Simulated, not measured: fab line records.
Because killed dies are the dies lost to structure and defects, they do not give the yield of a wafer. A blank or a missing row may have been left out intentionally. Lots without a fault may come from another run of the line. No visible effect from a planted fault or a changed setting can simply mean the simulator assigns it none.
Chamber matching | flow sky130 | SKY_FIELD_ISO_WET_ETCH_30 on wetBench-02: 4 sister chambers
The step etches SiO2 in dHF, target depth 25 nm, time 50 s. 4 wafers are shown with their chamber, then 7 later ones without.

## WAFERS, EACH WITH ITS CHAMBER
wafer  | chamber | bathHeatDutyPct (%)
L705.6 | 1       | 7.1
L710.5 | 3       | 5.6
L711.6 | 2       | 8.9
L722.2 | 0       | 6.5

## WAFERS WITH NO CHAMBER GIVEN
wafer  | bathHeatDutyPct (%)
L722.3 | 6.8
L724.1 | 7.2
L724.2 | 6.5
L724.6 | 7.1
L727.3 | 5.5
L727.4 | 6.4
L727.6 | 6.4

## CHAMBER TAKEN BY EACH
wafer  | from the rows above     | in truth
L722.3 | can't be placed: 0 or 1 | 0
L724.1 | 1                       | 1
L724.2 | 0                       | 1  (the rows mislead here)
L724.6 | 1                       | 1
L727.3 | 3                       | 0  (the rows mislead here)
L727.4 | 0                       | 0
L727.6 | 0                       | 0
Correctly placed: 4 of 7. From these rows, 1 cannot be placed; in 1 the true chamber is one of the candidates. Placed wrongly: 2.
How it was worked out, from the rows above alone: a wafer's distance from a chamber is the root of the sum, over the readings, of the square of ((its reading less the chamber's mean) divided by the reading's scatter). If the next closest chamber is less than 2 further off than the closest, the wafer can't be placed; otherwise it belongs to the closest. The mean given for a chamber averages the wafers shown for that chamber. The scatter: with one shown wafer a chamber, the root of the mean of the squares of how far each hidden wafer lies from its nearest shown one.
